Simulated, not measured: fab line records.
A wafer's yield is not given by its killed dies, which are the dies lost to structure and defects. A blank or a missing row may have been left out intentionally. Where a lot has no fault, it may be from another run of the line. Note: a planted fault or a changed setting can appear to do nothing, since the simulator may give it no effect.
Which of the tools did it? ; flow sky130 ; 11 lots, 33 wafers sampled, at 5 steps of a route of 708

WHAT THE GAUGES SHOWED, per wafer
The record lacks any reading of a measuring or inspecting step that a usual standard deviation could be used to judge.

EACH LOT AND THE TOOL THAT RAN IT (in order: tool; ch and the chambers of the sampled wafers; start)
lot;SKY_VIA1_SPUTTER_20;SKY_VIA2_COAT_06;SKY_VIA2_ETCH_14;SKY_VIA2_CMP_24;SKY_METAL3_SPUTTER_04
L917;pvd sputter-01, day 34 01:55;litho track-04 ch 0, day 35 19:34;rie diel-04 ch 1,3, day 36 09:36;cmp-02 ch 0,1,3, day 36 10:44;pvd sputter-02, day 36 11:08
L918;pvd sputter-03, day 34 10:53;litho track-02 ch 0, day 36 04:24;rie diel-02 ch 0,1,2, day 36 17:53;cmp-01 ch 0,1,2, day 36 19:01;pvd sputter-02, day 36 19:22
L921;pvd sputter-03, day 35 08:43;litho track-02 ch 0, day 37 01:14;rie diel-02 ch 0,3, day 37 14:41;cmp-01 ch 0,1,3, day 37 15:46;pvd sputter-01, day 37 16:10
L922;pvd sputter-02, day 35 11:19;litho track-03 ch 0, day 37 05:09;rie diel-04 ch 1,2, day 37 18:23;cmp-02 ch 0,1, day 37 19:28;pvd sputter-04, day 37 19:53
L924;pvd sputter-01, day 36 08:32;litho track-03 ch 0, day 38 01:35;rie diel-04 ch 0,1, day 38 15:11;cmp-01 ch 0,1, day 38 16:15;pvd sputter-02, day 38 16:40
L926;pvd sputter-02, day 36 23:32;litho track-02 ch 0, day 38 16:18;rie diel-02 ch 1,2,3, day 39 04:44;cmp-01 ch 0,2, day 39 05:49;pvd sputter-01, day 39 06:13
L927;pvd sputter-03, day 37 05:16;litho track-04 ch 0, day 38 22:02;rie diel-01 ch 0,2,3, day 39 10:41;cmp-01 ch 1,2,3, day 39 11:46;pvd sputter-01, day 39 12:10
L928;pvd sputter-03, day 37 16:58;litho track-02 ch 0, day 39 08:39;rie diel-04 ch 0,1,2, day 39 21:50;cmp-01 ch 0,1,2, day 39 22:57;pvd sputter-04, day 39 23:21
L930;pvd sputter-03, day 38 02:46;litho track-03 ch 0, day 39 19:00;rie diel-04 ch 0,1,3, day 40 07:23;cmp-02 ch 0,2,3, day 40 08:29;pvd sputter-04, day 40 08:54
L938;pvd sputter-03, day 40 19:21;litho track-02 ch 0, day 42 08:44;rie diel-02 ch 1,2,3, day 42 21:02;cmp-01 ch 2,3, day 42 22:08;pvd sputter-04, day 42 22:32
L940;pvd sputter-01, day 41 04:37;litho track-03 ch 0, day 42 18:27;rie diel-01 ch 1,2, day 43 07:02;cmp-01 ch 2,3, day 43 08:09;pvd sputter-02, day 43 08:31
- SKY_VIA1_SPUTTER_20: material TiN, target thk 20 nm, time 80 s.
- SKY_VIA2_COAT_06: resist thk 60 nm.
- SKY_VIA2_ETCH_14: etches BARC in N2/H2, stops on SiO2, time 45.9 s, target depth 60 nm.
- SKY_VIA2_CMP_24: polishes, stops on SiO2, t overpolish 20 s, target thk 0 nm.
- SKY_METAL3_SPUTTER_04: material TiN, target thk 70 nm, time 58.3 s.

WHAT THE TOOLS THEMSELVES READ (means of the sampled wafers that have a number; where no wafer has one, the mark that the record gives instead)
SKY_VIA1_SPUTTER_20. Usual: throttle valve pct 30.1 %, standard deviation 0.94.
lot;tool;throttle valve pct (%);flag
L917;pvd sputter-01;29.0;
L918;pvd sputter-03;30.8;
L921;pvd sputter-03;31.1;
L922;pvd sputter-02;30.4;
L924;pvd sputter-01;28.8;
L926;pvd sputter-02;30.0;
L927;pvd sputter-03;30.5;
L928;pvd sputter-03;30.4;
L930;pvd sputter-03;30.9;
L938;pvd sputter-03;30.3;
L940;pvd sputter-01;30.3;

SKY_VIA2_ETCH_14. Usual: drypump motor current A 5.93 A, standard deviation 0.28; oes product au 0.855 a.u., standard deviation 0.0046; throttle valve pct 13.226 %, standard deviation 0.011.
lot;tool;drypump motor current A (A);oes product au (a.u.);throttle valve pct (%);flag
L917;rie diel-04;5.97;0.859;13.229;
L918;rie diel-02;6.17;0.855;13.227;
L921;rie diel-02;5.88;0.853;13.224;
L922;rie diel-04;6.00;0.857;13.220;
L924;rie diel-04;6.05;0.854;13.223;
L926;rie diel-02;6.09;0.856;13.231;
L927;rie diel-01;5.77;0.853;13.230;
L928;rie diel-04;5.91;0.856;13.232;
L930;rie diel-04;5.92;0.856;13.230;
L938;rie diel-02;6.08;0.868;13.232;
L940;rie diel-01;6.09;0.860;13.221;

SKY_VIA2_CMP_24. Usual: motor current A 11.3 A, standard deviation 1.1; overpolish run s 19.999 s, standard deviation 0.0094; platen rpm 60.00 rpm, standard deviation 0.042; slurry flow ml min 149.9, standard deviation 0.43; time to endpoint s 102 s, standard deviation 3.4.
lot;tool;motor current A (A);overpolish run s (s);platen rpm (rpm);slurry flow ml min;time to endpoint s (s);flag
L917;cmp-02;11.5;20.000;60.00;150.0;100;
L918;cmp-01;11.0;19.995;60.01;150.2;104;
L921;cmp-01;11.3;19.995;59.98;149.8;106;
L922;cmp-02;11.4;19.998;60.00;150.0;104;
L924;cmp-01;12.3;20.007;60.03;149.5;104;
L926;cmp-01;11.1;20.007;59.99;150.2;100;
L927;cmp-01;10.5;20.002;59.98;149.8;104;
L928;cmp-01;11.6;20.004;60.01;150.0;98;
L930;cmp-02;12.2;20.000;60.01;149.9;97;
L938;cmp-01;10.2;19.996;60.00;150.4;107;
L940;cmp-01;10.3;19.993;60.04;149.9;103;

SKY_METAL3_SPUTTER_04. Usual: throttle valve pct 30.0 %, standard deviation 0.75.
lot;tool;throttle valve pct (%);flag
L917;pvd sputter-02;30.3;
L918;pvd sputter-02;30.4;
L921;pvd sputter-01;29.5;
L922;pvd sputter-04;30.1;
L924;pvd sputter-02;30.3;
L926;pvd sputter-01;28.8;
L927;pvd sputter-01;30.0;
L928;pvd sputter-04;30.0;
L930;pvd sputter-04;30.2;
L938;pvd sputter-04;30.2;
L940;pvd sputter-02;29.8;

THE ANSWER, worked out from the rows above alone
Rule: take the mean of a lot's wafers that have a number; if it is more than 3 standard deviations from the usual mean, the lot is off. A lot without any number at a reading at which 4 lots or more have one is off too. Where the step has rows for the other lots, those lots are counted as sound. First the gauges in route order, then the tools' own readings, where a lot's mean is used as printed above. At the first step where some lot is off, the reading lying furthest off is the one used; lots without a number count as furthest.
Nothing can be told from this: no lot is off at any reading shown.

WHAT HAD BEEN PUT IN BY THE SIMULATOR
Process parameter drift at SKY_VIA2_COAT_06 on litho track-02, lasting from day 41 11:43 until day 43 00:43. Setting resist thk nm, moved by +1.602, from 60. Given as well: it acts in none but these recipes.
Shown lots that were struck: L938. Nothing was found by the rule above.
